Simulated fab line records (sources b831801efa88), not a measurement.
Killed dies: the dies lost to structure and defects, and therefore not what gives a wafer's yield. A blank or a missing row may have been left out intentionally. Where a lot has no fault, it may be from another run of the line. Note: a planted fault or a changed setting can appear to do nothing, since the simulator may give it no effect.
8D (eight disciplines) problem report, filled in by code ; flow sfq_line ; the parts of the form that need people (team, actions taken, sign-off) are left out

1. THE ISSUE
Mean of oes_product_au at SFQ_TRILAYER_I4_VIA_BARC_OPEN_VIA_ETCH_146: 0.655 a.u. across 2 wafers in 2 lots; on wafers with no fault it is 0.685 a.u. (standard deviation 0.0045). Relative to the usual mean, that is a shift of -6.7 standard deviations.
The step: etches BARC in O2, target depth 125 nm, time 41.7 s.
First seen on wafer L571.1, day 57 16:59, on rie_diel-01. Wafers with a number at this step in the record: 42, from 14 lots. The rule behind "out" and "out of limits": a value lying over 4 standard deviations away from the usual mean. The rest of the wafers with a number are treated as sound.

2. WHAT IT IS, WHAT IT ISN'T
question;is;is not
which readings at this step;oes_product_au;drypump_motor_current_A
which lots;L571, L573;L554, L555, L556, L557, L559, L560, L561, L562, L563, L564, L575, L576
which wafers of those lots;L571.1, L573.1;L571.4, L571.5, L573.4, L573.5
read on which tools;rie_diel-01, rie_diel-03;rie_diel-02
when;from day 57 16:59;"up to then (32 sound wafers); but 8 sound wafers of L573, L575, L576 came after"

3. THE SUSPECTS, EACH WITH WHAT RULES IT OUT
Counting: if a tool at a process step up to the reading ran every lot that is out, it stays a suspect. Sound lots after the first of them don't rule it out here, since some wafers of a struck lot are sound.
- rie_metal-01 at SFQ_TRILAYER_I2_VIA_STRIP_STRIP_071 (strips in O2): kept. It ran every lot that is out, first L571 (day 43 22:59); its last sound lot up to then is L562 (day 40 10:42).
- litho_track-02 at SFQ_TRILAYER_I4_VIA_LITHO_COAT_108 (resist thk 62 nm): kept. It ran every lot that is out, first L571 (day 51 20:56); its last sound lot up to then is L562 (day 47 06:34).
After counting, rie_metal-01 at SFQ_TRILAYER_I2_VIA_STRIP_STRIP_071 and litho_track-02 at SFQ_TRILAYER_I4_VIA_LITHO_COAT_108 remain.

4. THE CAUSE (what the simulator had put in)
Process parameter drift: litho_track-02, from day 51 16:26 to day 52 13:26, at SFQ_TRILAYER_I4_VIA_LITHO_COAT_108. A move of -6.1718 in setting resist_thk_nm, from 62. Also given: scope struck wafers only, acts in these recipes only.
Of the 2 suspects that counting leaves, this tool is one.

5. SEQUENCE OF EFFECTS, ordered by route
Each row: a reading where the mean over the struck wafers with a number is more than 3 standard deviations away from the usual. Only readings whose record carries a usual standard deviation are examined. hours: median over the lots of the time between each lot's start at the first step of this table that gives one and its start at this step. sigmas: the change, counted in usual standard deviations.
hours;step;reading;usual;on struck wafers;change;sigmas
0;SFQ_TRILAYER_I4_VIA_BARC_OPEN_VIA_ETCH_146;oes_product_au;0.685 a.u.;0.655;-0.030;-6.7
It contains these process steps:
- SFQ_TRILAYER_I4_VIA_BARC_OPEN_VIA_ETCH_146: etches BARC in O2, target depth 125 nm, time 41.7 s.
Later measuring or inspecting steps at which every struck wafer that the step has a row for has a number for every such reading, and none has moved that far: SFQ_M8_BOW_MEAS_951.

6. HOW IT WOULD HAVE BEEN CAUGHT EARLIER
In this record no reading fell out of limits until day 57 16:59, 145 hours after the fault had begun at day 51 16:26.
An alarm limit of 4 standard deviations would not have fired on the tool readings at SFQ_TRILAYER_I4_VIA_LITHO_COAT_108 for which the record gives a usual standard deviation, since none of them was out on any struck wafer.
Each of the lots that are out, 2 in all, had begun SFQ_TRILAYER_I4_VIA_LITHO_COAT_108 on litho_track-02 no later than day 57 16:59. Tool hold at that time: it would have spared none of them.
